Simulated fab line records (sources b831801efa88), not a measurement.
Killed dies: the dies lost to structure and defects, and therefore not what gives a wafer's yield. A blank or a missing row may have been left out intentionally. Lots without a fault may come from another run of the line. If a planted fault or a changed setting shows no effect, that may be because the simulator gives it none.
fab line records -- flow sky130
record: lots: 24, wafers: 72, last-day: 50
route steps=708 shown FIELD_ISO@3 METAL1@449 METAL2@487 VIA3@585
lots untouched by any fault: they come from a run of this same line in which no faults occurred
start-h: start of the lot's first displayed wafer, in hours after the record's first day -- wait-h: how many hours have passed since the lot's step before this one -- " unchanged from the row above -- L1.1+2: several wafers, shown together as one row -- - no value, or no start given -- * or withheld: withheld -- < > ~ a bound
route shown NAME@n: names a module that has steps shown in the file, with the first one's number in the route -- usual: mean/standard deviation taken from wafers without a fault -- same: alike in all rows -- chamber/n: place in a boat -- sites: each site's reading -- _std_site: their standard deviation -- _edge_site: the outer-site mean with the inner-site mean subtracted -- radius-mm: for every site, how far away it sits from the centre of the wafer -- mask NAME#n: copy n -- behind: tool/chamber where the wafer was last shaped -- hold: why the lot was held/for how many hours/how that ended -- device: which transistor (n, p or np) failed to switch -- end of line: the route-end tests of the same wafers -- step lacking rows: just its recipe -- killed: dies lost to structure and defects at the first sort, not the wafer's yield -- map: a wafer's dies, x killed, . not, _ none there
set.NAME: the run value of the setting; set.NAME@STEP: its run value at that earlier step -- model.NAME: the simulator's own value behind a step, which no gauge read
a sample of lots followed through the steps of the route, with each step as a table and each wafer as a row
services: from which hour (start-h, from the record's first day; less than 0 if before it) a tool's chamber was out of use, for how many hours, and why
== steps ==
step: SKY_FIELD_ISO_THK_MEAS_02
recipe: reads: SiO2_of_FIELD_ISO_OXIDATION_01
usual: FIELD_ISO_OXIDATION_00_THK: 11.93/0.25
lot.wafer,tool,chamber,start-h,wait-h,FIELD_ISO_OXIDATION_00_THK[nm]
L074.1,film-metro-03,-,12.93,0.0,12.10
L074.5,film-metro-03,-,12.93,0.0,12.16
L074.6,film-metro-03,-,12.93,0.0,12.12
L075.3,film-metro-04,-,16.65,0.0,11.57
L075.4,film-metro-04,-,16.65,0.0,11.66
L075.5,film-metro-04,-,16.65,0.0,11.78
L076.2,film-metro-02,-,23.45,0.0,11.79
L076.3,film-metro-02,-,23.45,0.0,11.63
L076.4,film-metro-02,-,23.45,0.0,11.61
L077.2,film-metro-04,-,27.59,0.1,11.82
L077.5,film-metro-04,-,27.59,0.1,11.71
L077.6,film-metro-04,-,27.59,0.1,11.72
L078.3,film-metro-03,-,32.82,0.0,12.02
L078.4,film-metro-03,-,32.82,0.0,11.76
L078.6,film-metro-03,-,32.82,0.0,11.93
L079.1,film-metro-02,-,37.25,0.0,12.09
L079.2,film-metro-02,-,37.25,0.0,12.10
L079.4,film-metro-02,-,37.25,0.0,12.49
L080.2,film-metro-03,-,42.92,0.0,12.13
L080.3,film-metro-03,-,42.92,0.0,12.18
L080.6,film-metro-03,-,42.92,0.0,12.13
L081.4,film-metro-03,-,47.31,0.0,12.04
L081.5,film-metro-03,-,47.31,0.0,12.12
L081.6,film-metro-03,-,47.31,0.0,11.87
L082.3,film-metro-03,-,51.68,0.0,11.81
L082.4,film-metro-03,-,51.68,0.0,11.63
L082.5,film-metro-03,-,51.68,0.0,11.77
L083.2,film-metro-03,-,56.64,0.0,11.80
L083.4,film-metro-03,-,56.64,0.0,11.65
L083.5,film-metro-03,-,56.64,0.0,11.87
L084.1,film-metro-04,-,62.32,0.0,11.81
L084.5,film-metro-04,-,62.32,0.0,11.93
L084.6,film-metro-04,-,62.32,0.0,12.06
L085.2,film-metro-03,-,66.64,0.0,11.77
L085.3,film-metro-03,-,66.64,0.0,11.61
L085.6,film-metro-03,-,66.64,0.0,11.48
L086.2,film-metro-02,-,72.57,0.0,12.18
L086.3,film-metro-02,-,72.57,0.0,12.14
L086.6,film-metro-02,-,72.57,0.0,12.21
L087.1,film-metro-02,-,78.35,0.0,11.65
L087.3,film-metro-02,-,78.35,0.0,11.74
L087.5,film-metro-02,-,78.35,0.0,11.48
L088.3,film-metro-03,-,81.65,0.0,12.44
L088.4,film-metro-03,-,81.65,0.0,12.29
L088.5,film-metro-03,-,81.65,0.0,12.37
L089.1,film-metro-02,-,86.63,0.0,12.29
L089.3,film-metro-02,-,86.63,0.0,12.13
L089.5,film-metro-02,-,86.63,0.0,12.19
L090.3,film-metro-04,-,91.65,0.0,11.30
L090.5,film-metro-04,-,91.65,0.0,11.27
L090.6,film-metro-04,-,91.65,0.0,11.15
L091.1,film-metro-03,-,97.13,0.0,11.72
L091.2,film-metro-03,-,97.13,0.0,11.88
L091.6,film-metro-03,-,97.13,0.0,11.69
L092.2,film-metro-03,-,101.72,0.0,12.17
L092.3,film-metro-03,-,101.72,0.0,12.01
L092.4,film-metro-03,-,101.72,0.0,11.97
L093.2,film-metro-02,-,107.28,0.0,12.12
L093.3,film-metro-02,-,107.28,0.0,12.11
L093.4,film-metro-02,-,107.28,0.0,11.88
L094.3,film-metro-02,-,113.88,0.0,12.11
L094.4,film-metro-02,-,113.88,0.0,12.04
L094.5,film-metro-02,-,113.88,0.0,11.83
L095.2,film-metro-02,-,117.95,0.0,12.06
L095.4,film-metro-02,-,117.95,0.0,12.11
L095.6,film-metro-02,-,117.95,0.0,12.26
L096.1,film-metro-02,-,123.69,0.0,11.71
L096.4,film-metro-02,-,123.69,0.0,11.87
L096.6,film-metro-02,-,123.69,0.0,11.96
L097.1,film-metro-03,-,127.81,0.0,12.00
L097.2,film-metro-03,-,127.81,0.0,12.00
L097.4,film-metro-03,-,127.81,0.0,11.98
step: SKY_METAL1_CD_MEAS_15
recipe: target-cd-nm: 140
usual: cd-nm: 139.5/1.6
lot.wafer,tool,chamber,start-h,wait-h,cd-nm
L074.1,cd-sem-02,-,757.76,-,139.3
L074.5,cd-sem-02,-,757.76,-,140.0
L074.6,cd-sem-02,-,757.76,-,139.3
L075.3,cd-sem-02,-,762.11,-,138.7
L075.4,cd-sem-02,-,762.11,-,138.1
L075.5,cd-sem-02,-,762.11,-,138.7
L076.2,cd-sem-02,-,775.83,-,139.8
L076.3,cd-sem-02,-,775.83,-,138.4
L076.4,cd-sem-02,-,775.83,-,137.0
L077.2,cd-sem-02,-,782.94,-,140.7
L077.5,cd-sem-02,-,782.94,-,140.3
L077.6,cd-sem-02,-,782.94,-,140.4
L078.3,cd-sem-01,-,800.66,-,137.6
L078.4,cd-sem-01,-,800.66,-,139.4
L078.6,cd-sem-01,-,800.66,-,137.4
L079.1,cd-sem-02,-,813.76,-,138.3
L079.2,cd-sem-02,-,813.76,-,138.5
L079.4,cd-sem-02,-,813.76,-,138.5
L080.2,cd-sem-01,-,816.74,-,139.2
L080.3,cd-sem-01,-,816.74,-,138.9
L080.6,cd-sem-01,-,816.74,-,139.5
L082.3,cd-sem-02,-,825.75,-,139.4
L082.4,cd-sem-02,-,825.75,-,139.4
L082.5,cd-sem-02,-,825.75,-,138.2
L081.4,cd-sem-01,-,826.93,-,137.6
L081.5,cd-sem-01,-,826.93,-,140.3
L081.6,cd-sem-01,-,826.93,-,138.0
L084.1,cd-sem-02,-,836.22,-,140.3
L084.5,cd-sem-02,-,836.22,-,143.2
L084.6,cd-sem-02,-,836.22,-,142.5
L083.2,cd-sem-02,-,837.89,-,138.9
L083.4,cd-sem-02,-,837.89,-,139.2
L083.5,cd-sem-02,-,837.89,-,138.8
L085.2,cd-sem-02,-,845.14,-,137.5
L085.3,cd-sem-02,-,845.14,-,136.8
L085.6,cd-sem-02,-,845.14,-,138.0
L086.2,cd-sem-02,-,853.23,-,141.5
L086.3,cd-sem-02,-,853.23,-,141.0
L086.6,cd-sem-02,-,853.23,-,139.4
L088.3,cd-sem-02,-,879.46,-,144.2
L088.4,cd-sem-02,-,879.46,-,143.4
L088.5,cd-sem-02,-,879.46,-,142.6
L087.1,cd-sem-01,-,879.72,-,136.9
L087.3,cd-sem-01,-,879.72,-,138.7
L087.5,cd-sem-01,-,879.72,-,138.4
L089.1,cd-sem-01,-,887.57,-,142.1
L089.3,cd-sem-01,-,887.57,-,142.9
L089.5,cd-sem-01,-,887.57,-,142.4
L090.3,cd-sem-02,-,892.46,-,139.7
L090.5,cd-sem-02,-,892.46,-,138.5
L090.6,cd-sem-02,-,892.46,-,138.3
L091.1,cd-sem-01,-,892.86,-,140.3
L091.2,cd-sem-01,-,892.86,-,140.7
L091.6,cd-sem-01,-,892.86,-,139.8
L092.2,cd-sem-02,-,900.99,-,138.7
L092.3,cd-sem-02,-,900.99,-,139.3
L092.4,cd-sem-02,-,900.99,-,138.6
L093.2,cd-sem-02,-,902.64,-,136.6
L093.3,cd-sem-02,-,902.64,-,137.4
L093.4,cd-sem-02,-,902.64,-,136.8
L094.3,cd-sem-02,-,912.16,-,141.3
L094.4,cd-sem-02,-,912.16,-,140.3
L094.5,cd-sem-02,-,912.16,-,140.1
L095.2,cd-sem-01,-,917.94,-,137.7
L095.4,cd-sem-01,-,917.94,-,140.5
L095.6,cd-sem-01,-,917.94,-,138.2
L096.1,cd-sem-01,-,935.57,-,139.2
L096.4,cd-sem-01,-,935.57,-,139.4
L096.6,cd-sem-01,-,935.57,-,137.5
L097.1,cd-sem-02,-,937.96,-,139.0
L097.2,cd-sem-02,-,937.96,-,140.3
L097.4,cd-sem-02,-,937.96,-,141.3
step: SKY_METAL2_SPUTTER_04
recipe: material: TiN, target-thk-nm: 70, power-w: 6500, time-s: 58.3, chamber-pressure-pa: 0.4
usual: throttle-valve-pct: 30.0/0.73
lot.wafer,tool,chamber,start-h,wait-h,throttle-valve-pct
L074.1,pvd-sputter-02,-,787.73,0.0,30.9
L074.5,pvd-sputter-02,-,787.73,0.0,30.6
L074.6,pvd-sputter-02,-,787.73,0.0,30.9
L075.3,pvd-sputter-04,-,791.66,0.0,29.9
L075.4,pvd-sputter-04,-,791.66,0.0,29.7
L075.5,pvd-sputter-04,-,791.66,0.0,30.2
L076.2,pvd-sputter-02,-,804.79,0.0,30.5
L076.3,pvd-sputter-02,-,804.79,0.0,28.9
L076.4,pvd-sputter-02,-,804.79,0.0,29.7
L077.2,pvd-sputter-02,-,812.48,0.0,31.0
L077.5,pvd-sputter-02,-,812.48,0.0,29.1
L077.6,pvd-sputter-02,-,812.48,0.0,30.8
L078.3,pvd-sputter-02,-,830.28,0.0,30.9
L078.4,pvd-sputter-02,-,830.28,0.0,29.0
L078.6,pvd-sputter-02,-,830.28,0.0,29.2
L079.1,pvd-sputter-02,-,843.78,0.0,30.8
L079.2,pvd-sputter-02,-,843.78,0.0,30.6
L079.4,pvd-sputter-02,-,843.78,0.0,29.1
L080.2,pvd-sputter-04,-,845.62,0.0,30.5
L080.3,pvd-sputter-04,-,845.62,0.0,30.0
L080.6,pvd-sputter-04,-,845.62,0.0,30.1
L082.3,pvd-sputter-03,-,855.12,0.0,31.2
L082.4,pvd-sputter-03,-,855.12,0.0,28.7
L082.5,pvd-sputter-03,-,855.12,0.0,30.9
L081.4,pvd-sputter-04,-,856.17,0.0,30.4
L081.5,pvd-sputter-04,-,856.17,0.0,30.5
L081.6,pvd-sputter-04,-,856.17,0.0,30.0
L084.1,pvd-sputter-03,-,865.19,0.0,30.9
L084.5,pvd-sputter-03,-,865.19,0.0,28.8
L084.6,pvd-sputter-03,-,865.19,0.0,30.6
L083.2,pvd-sputter-04,-,866.56,0.0,29.4
L083.4,pvd-sputter-04,-,866.56,0.0,30.2
L083.5,pvd-sputter-04,-,866.56,0.0,29.5
L085.2,pvd-sputter-04,-,873.52,0.0,30.6
L085.3,pvd-sputter-04,-,873.52,0.0,29.8
L085.6,pvd-sputter-04,-,873.52,0.0,29.7
L086.2,pvd-sputter-02,-,882.31,0.0,30.9
L086.3,pvd-sputter-02,-,882.31,0.0,29.9
L086.6,pvd-sputter-02,-,882.31,0.0,30.0
L088.3,pvd-sputter-04,-,908.45,0.0,29.8
L088.4,pvd-sputter-04,-,908.45,0.0,30.5
L088.5,pvd-sputter-04,-,908.45,0.0,30.3
L087.1,pvd-sputter-03,-,908.73,0.0,29.1
L087.3,pvd-sputter-03,-,908.73,0.0,28.8
L087.5,pvd-sputter-03,-,908.73,0.0,31.0
L089.1,pvd-sputter-03,-,915.55,0.0,31.0
L089.3,pvd-sputter-03,-,915.55,0.0,28.8
L089.5,pvd-sputter-03,-,915.55,0.0,31.0
L090.3,pvd-sputter-02,-,921.26,0.0,30.7
L090.5,pvd-sputter-02,-,921.26,0.0,30.6
L090.6,pvd-sputter-02,-,921.26,0.0,31.0
L091.1,pvd-sputter-03,-,921.57,0.0,30.7
L091.2,pvd-sputter-03,-,921.57,0.0,28.8
L091.6,pvd-sputter-03,-,921.57,0.0,28.7
L092.2,pvd-sputter-02,-,929.70,0.0,30.7
L092.3,pvd-sputter-02,-,929.70,0.0,30.9
L092.4,pvd-sputter-02,-,929.70,0.0,29.0
L093.2,pvd-sputter-02,-,931.41,0.0,28.8
L093.3,pvd-sputter-02,-,931.41,0.0,31.0
L093.4,pvd-sputter-02,-,931.41,0.0,30.4
L094.3,pvd-sputter-04,-,940.68,0.0,30.2
L094.4,pvd-sputter-04,-,940.68,0.0,29.6
L094.5,pvd-sputter-04,-,940.68,0.0,29.4
L095.2,pvd-sputter-02,-,945.65,0.0,29.7
L095.4,pvd-sputter-02,-,945.65,0.0,30.8
L095.6,pvd-sputter-02,-,945.65,0.0,30.8
L096.1,pvd-sputter-02,-,963.40,0.0,29.2
L096.4,pvd-sputter-02,-,963.40,0.0,30.5
L096.6,pvd-sputter-02,-,963.40,0.0,30.6
L097.1,pvd-sputter-02,-,966.87,0.0,29.9
L097.2,pvd-sputter-02,-,966.87,0.0,30.3
L097.4,pvd-sputter-02,-,966.87,0.0,30.6
step: SKY_VIA3_CD_MEAS_12
recipe: target-cd-nm: 200
usual: cd-nm: 200.2/1.4
lot.wafer,tool,chamber,start-h,wait-h,cd-nm
L074.1,cd-sem-02,-,922.57,-,202.7
L074.5,cd-sem-02,-,922.57,-,202.1
L074.6,cd-sem-02,-,922.57,-,202.9
L075.3,cd-sem-01,-,926.61,-,199.9
L075.4,cd-sem-01,-,926.61,-,199.9
L075.5,cd-sem-01,-,926.61,-,199.1
L076.2,cd-sem-01,-,938.38,-,202.0
L076.3,cd-sem-01,-,938.38,-,202.0
L076.4,cd-sem-01,-,938.38,-,201.7
L077.2,cd-sem-01,-,947.19,-,199.8
L077.5,cd-sem-01,-,947.19,-,199.6
L077.6,cd-sem-01,-,947.19,-,200.5
L078.3,cd-sem-01,-,962.51,-,199.9
L078.4,cd-sem-01,-,962.51,-,199.8
L078.6,cd-sem-01,-,962.51,-,200.3
L079.1,cd-sem-01,-,977.26,-,198.9
L079.2,cd-sem-01,-,977.26,-,199.4
L079.4,cd-sem-01,-,977.26,-,199.3
L080.2,cd-sem-01,-,977.63,-,201.8
L080.3,cd-sem-01,-,977.63,-,200.7
L080.6,cd-sem-01,-,977.63,-,201.1
L082.3,cd-sem-01,-,986.06,-,200.7
L082.4,cd-sem-01,-,986.06,-,199.7
L082.5,cd-sem-01,-,986.06,-,199.8
L081.4,cd-sem-01,-,986.97,-,201.3
L081.5,cd-sem-01,-,986.97,-,201.3
L081.6,cd-sem-01,-,986.97,-,202.0
L084.1,cd-sem-02,-,993.72,-,201.0
L084.5,cd-sem-02,-,993.72,-,202.9
L084.6,cd-sem-02,-,993.72,-,200.5
L083.2,cd-sem-01,-,994.99,-,198.2
L083.4,cd-sem-01,-,994.99,-,198.1
L083.5,cd-sem-01,-,994.99,-,199.4
L085.2,cd-sem-02,-,1002.04,-,200.0
L085.3,cd-sem-02,-,1002.04,-,199.3
L085.6,cd-sem-02,-,1002.04,-,198.9
L086.2,cd-sem-02,-,1010.44,-,198.0
L086.3,cd-sem-02,-,1010.44,-,198.9
L086.6,cd-sem-02,-,1010.44,-,197.4
L087.1,cd-sem-02,-,1032.46,-,199.9
L087.3,cd-sem-02,-,1032.46,-,201.9
L087.5,cd-sem-02,-,1032.46,-,200.7
L088.3,cd-sem-01,-,1033.16,-,201.6
L088.4,cd-sem-01,-,1033.16,-,201.4
L088.5,cd-sem-01,-,1033.16,-,201.4
L089.1,cd-sem-01,-,1040.82,-,199.2
L089.3,cd-sem-01,-,1040.82,-,200.6
L089.5,cd-sem-01,-,1040.82,-,200.4
L090.3,cd-sem-01,-,1044.66,-,197.3
L090.5,cd-sem-01,-,1044.66,-,199.0
L090.6,cd-sem-01,-,1044.66,-,197.5
L091.1,cd-sem-01,-,1045.22,-,198.0
L091.2,cd-sem-01,-,1045.22,-,197.8
L091.6,cd-sem-01,-,1045.22,-,199.2
L092.2,cd-sem-01,-,1052.99,-,200.3
L092.3,cd-sem-01,-,1052.99,-,201.4
L092.4,cd-sem-01,-,1052.99,-,201.1
L093.2,cd-sem-02,-,1054.89,-,200.0
L093.3,cd-sem-02,-,1054.89,-,199.3
L093.4,cd-sem-02,-,1054.89,-,200.0
L094.3,cd-sem-02,-,1063.58,-,199.2
L094.4,cd-sem-02,-,1063.58,-,199.3
L094.5,cd-sem-02,-,1063.58,-,198.8
L095.2,cd-sem-01,-,1064.78,-,199.0
L095.4,cd-sem-01,-,1064.78,-,200.4
L095.6,cd-sem-01,-,1064.78,-,200.7
L096.1,cd-sem-02,-,1081.22,-,200.8
L096.4,cd-sem-02,-,1081.22,-,201.0
L096.6,cd-sem-02,-,1081.22,-,200.8
L097.1,cd-sem-02,-,1085.66,-,198.1
L097.2,cd-sem-02,-,1085.66,-,198.4
L097.4,cd-sem-02,-,1085.66,-,200.0
step: SKY_VIA3_ETCH_15
recipe: target: SiO2, chemistry: C4F8/O2/Ar, target-depth-nm: 507, stop-on: TiN, mask-material: KrF-thick, source-w: 1500, bias-w: 1200, pressure-mtorr: 40, c4f8-flow-sccm: withheld, O2_flow_sccm: 6, Ar_flow_sccm: 300, time-s: 78
usual: oes-product-au: 0.946/0.0045, rf-fwd-power-W: 1491/5.4
lot.wafer,tool,chamber,start-h,wait-h,oes-product-au,rf-fwd-power-W,rf-hours-counter-h
L074.1,rie-diel-02,0,922.77,0.0,0.955,1493,7
L074.5,rie-diel-02,3,922.77,0.0,0.944,1487,-
L074.6,rie-diel-02,0,922.77,0.0,0.948,1491,-
L075.3,rie-diel-02,0,926.77,0.0,0.948,1492,8
L075.4,rie-diel-02,2,926.77,0.0,0.944,1496,-
L075.5,rie-diel-02,0,926.77,0.0,0.952,1483,-
L076.2,rie-diel-03,0,938.56,0.0,0.949,1488,21
L076.3,rie-diel-03,3,938.56,0.0,0.950,1492,15
L076.4,rie-diel-03,1,938.56,0.0,0.942,1496,14
L077.2,rie-diel-02,0,947.36,0.0,0.942,1489,8
L077.5,rie-diel-02,0,947.36,0.0,0.945,1487,-
L077.6,rie-diel-02,3,947.36,0.0,0.948,1491,-
L078.3,rie-diel-02,0,962.67,0.0,0.947,1486,9
L078.4,rie-diel-02,1,962.67,0.0,0.948,1500,11
L078.6,rie-diel-02,2,962.67,0.0,0.940,1490,-
L079.1,rie-diel-04,1,977.46,0.0,0.944,1474,8
L079.2,rie-diel-04,0,977.46,0.0,0.948,1488,18
L079.4,rie-diel-04,3,977.46,0.0,0.947,1487,15
L080.2,rie-diel-02,2,977.81,0.0,0.946,1489,2
L080.3,rie-diel-02,3,977.81,0.0,0.950,1488,6
L080.6,rie-diel-02,0,977.81,0.0,0.943,1486,-
L082.3,rie-diel-02,3,986.21,0.0,0.950,1488,6
L082.4,rie-diel-02,1,986.21,0.0,0.957,1496,11
L082.5,rie-diel-02,3,986.21,0.0,0.949,1491,-
L081.4,rie-diel-04,0,987.11,0.0,0.938,1486,19
L081.5,rie-diel-04,2,987.11,0.0,0.952,1487,-
L081.6,rie-diel-04,3,987.11,0.0,0.950,1489,-
L084.1,rie-diel-03,2,993.91,0.0,0.945,1499,3
L084.5,rie-diel-03,2,993.91,0.0,0.946,1501,-
L084.6,rie-diel-03,3,993.91,0.0,0.948,1491,-
L083.2,rie-diel-04,0,995.16,0.0,0.951,1493,19
L083.4,rie-diel-04,1,995.16,0.0,0.949,1473,9
L083.5,rie-diel-04,0,995.16,0.0,0.942,1492,-
L085.2,rie-diel-02,0,1002.22,0.0,0.953,1493,10
L085.3,rie-diel-02,2,1002.22,0.0,0.949,1483,3
L085.6,rie-diel-02,0,1002.22,0.0,0.945,1488,-
L086.2,rie-diel-04,3,1010.61,0.0,0.932,1487,16
L086.3,rie-diel-04,0,1010.61,0.0,0.946,1489,19
L086.6,rie-diel-04,0,1010.61,0.0,0.943,1490,-
L087.1,rie-diel-04,3,1032.66,0.0,0.943,1496,17
L087.3,rie-diel-04,2,1032.66,0.0,0.946,1484,6
L087.5,rie-diel-04,3,1032.66,0.0,0.946,1491,-
L088.3,rie-diel-03,2,1033.31,0.0,0.949,1491,5
L088.4,rie-diel-03,1,1033.31,0.0,0.943,1493,18
L088.5,rie-diel-03,0,1033.31,0.0,0.953,1501,-
L089.1,rie-diel-02,1,1041.01,0.0,0.947,1503,13
L089.3,rie-diel-02,2,1041.01,0.0,0.943,1494,4
L089.5,rie-diel-02,0,1041.01,0.0,0.948,1490,-
L090.3,rie-diel-02,2,1044.81,0.0,0.949,1495,4
L090.5,rie-diel-02,0,1044.81,0.0,0.938,1483,-
L090.6,rie-diel-02,2,1044.81,0.0,0.943,1489,-
L091.1,rie-diel-03,1,1045.42,0.0,0.952,1493,18
L091.2,rie-diel-03,0,1045.42,0.0,0.950,1501,25
L091.6,rie-diel-03,0,1045.42,0.0,0.946,1500,-
L092.2,rie-diel-02,1,1053.16,0.0,0.943,1488,14
L092.3,rie-diel-02,0,1053.16,0.0,0.944,1491,12
L092.4,rie-diel-02,2,1053.16,0.0,0.943,1489,-
L093.2,rie-diel-03,0,1055.06,0.0,0.947,1489,25
L093.3,rie-diel-03,3,1055.06,0.0,0.951,1492,19
L093.4,rie-diel-03,1,1055.06,0.0,0.947,1492,19
L094.3,rie-diel-02,2,1063.73,0.0,0.937,1484,5
L094.4,rie-diel-02,0,1063.73,0.0,0.950,1489,13
L094.5,rie-diel-02,3,1063.73,0.0,0.951,1487,-
L095.2,rie-diel-03,0,1064.96,0.0,0.941,1491,26
L095.4,rie-diel-03,3,1064.96,0.0,0.950,1489,19
L095.6,rie-diel-03,0,1064.96,0.0,0.949,1493,-
L096.1,rie-diel-03,1,1081.42,0.0,0.947,1488,20
L096.4,rie-diel-03,3,1081.42,0.0,0.943,1483,20
L096.6,rie-diel-03,0,1081.42,0.0,0.937,1489,-
L097.1,rie-diel-03,1,1085.86,0.0,0.946,1496,20
L097.2,rie-diel-03,3,1085.86,0.0,0.947,1491,20
L097.4,rie-diel-03,0,1085.86,0.0,0.947,1494,26
step: SKY_VIA3_CVD_21
recipe: material: W, target-thk-nm: 390, time-s: 117.31, temp-c: 400, pressure-torr: 40
usual: heater-power-w: 840/100
lot.wafer,tool,chamber,start-h,wait-h,heater-power-w
L074.1,cvd-w-01,0,923.53,0.0,873
L074.5,cvd-w-01,0,923.53,0.0,873
L074.6,cvd-w-01,1,923.53,0.0,767
L075.3,cvd-w-02,1,927.53,0.1,989
L075.4,cvd-w-02,0,927.53,0.1,743
L075.5,cvd-w-02,1,927.53,0.1,936
L076.2,cvd-w-02,1,939.29,0.0,954
L076.3,cvd-w-02,0,939.29,0.0,724
L076.4,cvd-w-02,1,939.29,0.0,952
L077.2,cvd-w-02,0,948.08,0.0,710
L077.5,cvd-w-02,1,948.08,0.0,965
L077.6,cvd-w-02,0,948.08,0.0,720
L078.3,cvd-w-02,0,963.51,0.1,718
L078.4,cvd-w-02,1,963.51,0.1,960
L078.6,cvd-w-02,1,963.51,0.1,977
L079.1,cvd-w-02,0,978.18,0.0,716
L079.2,cvd-w-02,1,978.18,0.0,960
L079.4,cvd-w-02,0,978.18,0.0,725
L080.2,cvd-w-01,0,978.54,0.0,876
L080.3,cvd-w-01,0,978.54,0.0,895
L080.6,cvd-w-01,0,978.54,0.0,855
L082.3,cvd-w-02,0,986.97,0.1,732
L082.4,cvd-w-02,1,986.97,0.1,958
L082.5,cvd-w-02,0,986.97,0.1,723
L081.4,cvd-w-02,0,987.87,0.1,727
L081.5,cvd-w-02,0,987.87,0.1,722
L081.6,cvd-w-02,1,987.87,0.1,949
L084.1,cvd-w-02,1,994.66,0.0,983
L084.5,cvd-w-02,1,994.66,0.0,1000
L084.6,cvd-w-02,0,994.66,0.0,730
L083.2,cvd-w-01,1,995.88,0.0,779
L083.4,cvd-w-01,1,995.88,0.0,767
L083.5,cvd-w-01,0,995.88,0.0,882
L085.2,cvd-w-01,1,1002.98,0.0,785
L085.3,cvd-w-01,0,1002.98,0.0,876
L085.6,cvd-w-01,1,1002.98,0.0,787
L086.2,cvd-w-01,1,1011.36,0.0,777
L086.3,cvd-w-01,1,1011.36,0.0,767
L086.6,cvd-w-01,1,1011.36,0.0,774
L087.1,cvd-w-02,1,1033.38,0.0,961
L087.3,cvd-w-02,0,1033.38,0.0,720
L087.5,cvd-w-02,0,1033.38,0.0,724
L088.3,cvd-w-02,1,1034.07,0.1,976
L088.4,cvd-w-02,0,1034.07,0.1,717
L088.5,cvd-w-02,1,1034.07,0.1,970
L089.1,cvd-w-02,0,1041.78,0.0,734
L089.3,cvd-w-02,1,1041.78,0.0,967
L089.5,cvd-w-02,0,1041.78,0.0,731
L090.3,cvd-w-02,0,1045.65,0.1,735
L090.5,cvd-w-02,0,1045.65,0.1,739
L090.6,cvd-w-02,1,1045.65,0.1,973
L091.1,cvd-w-01,0,1046.18,0.0,883
L091.2,cvd-w-01,1,1046.18,0.0,780
L091.6,cvd-w-01,0,1046.18,0.0,877
L092.2,cvd-w-02,0,1053.93,0.0,725
L092.3,cvd-w-02,0,1053.93,0.0,726
L092.4,cvd-w-02,1,1053.93,0.0,938
L093.2,cvd-w-01,1,1055.92,0.1,784
L093.3,cvd-w-01,1,1055.92,0.1,781
L093.4,cvd-w-01,0,1055.92,0.1,907
L094.3,cvd-w-01,0,1064.67,0.1,890
L094.4,cvd-w-01,1,1064.67,0.1,764
L094.5,cvd-w-01,1,1064.67,0.1,780
L095.2,cvd-w-01,0,1065.75,0.0,881
L095.4,cvd-w-01,1,1065.75,0.0,773
L095.6,cvd-w-01,0,1065.75,0.0,884
L096.1,cvd-w-02,1,1082.17,0.0,974
L096.4,cvd-w-02,0,1082.17,0.0,717
L096.6,cvd-w-02,0,1082.17,0.0,716
L097.1,cvd-w-02,0,1086.78,0.0,736
L097.2,cvd-w-02,1,1086.78,0.0,953
L097.4,cvd-w-02,0,1086.78,0.0,730
== services ==
tool,chamber,start-h,hours,kind
cvd-w-02,-,771.61,6.0,pm
rie-diel-04,0,817.50,3.2,repair
rie-diel-03,2,845.24,3.2,repair
rie-diel-04,-,846.25,0.6,repair
pvd-sputter-02,0,876.91,-,consumable-replace:kit
pvd-sputter-02,0,876.91,18.0,scheduled-down
pvd-sputter-02,0,876.91,18.0,vent-cycle
rie-diel-04,-,879.15,1.1,repair
pvd-sputter-04,-,887.68,1.5,repair
cvd-w-01,-,904.00,14.0,pm
pvd-sputter-02,-,908.03,4.5,repair
rie-diel-02,1,924.99,16.3,repair
rie-diel-03,2,964.26,13.7,repair
cvd-w-02,1,969.02,3.4,repair
pvd-sputter-04,-,988.89,3.6,repair
rie-diel-02,2,1027.18,3.0,repair
rie-diel-02,3,1038.89,6.1,repair
rie-diel-03,3,1040.74,7.6,repair
rie-diel-04,-,1046.72,14.6,pm
rie-diel-02,3,1052.23,3.3,repair
cvd-w-02,-,1055.51,0.9,repair
rie-diel-03,3,1057.69,3.9,repair
pvd-sputter-04,-,1069.63,5.3,repair
pvd-sputter-03,-,1075.49,11.1,repair
== key ==
fault none
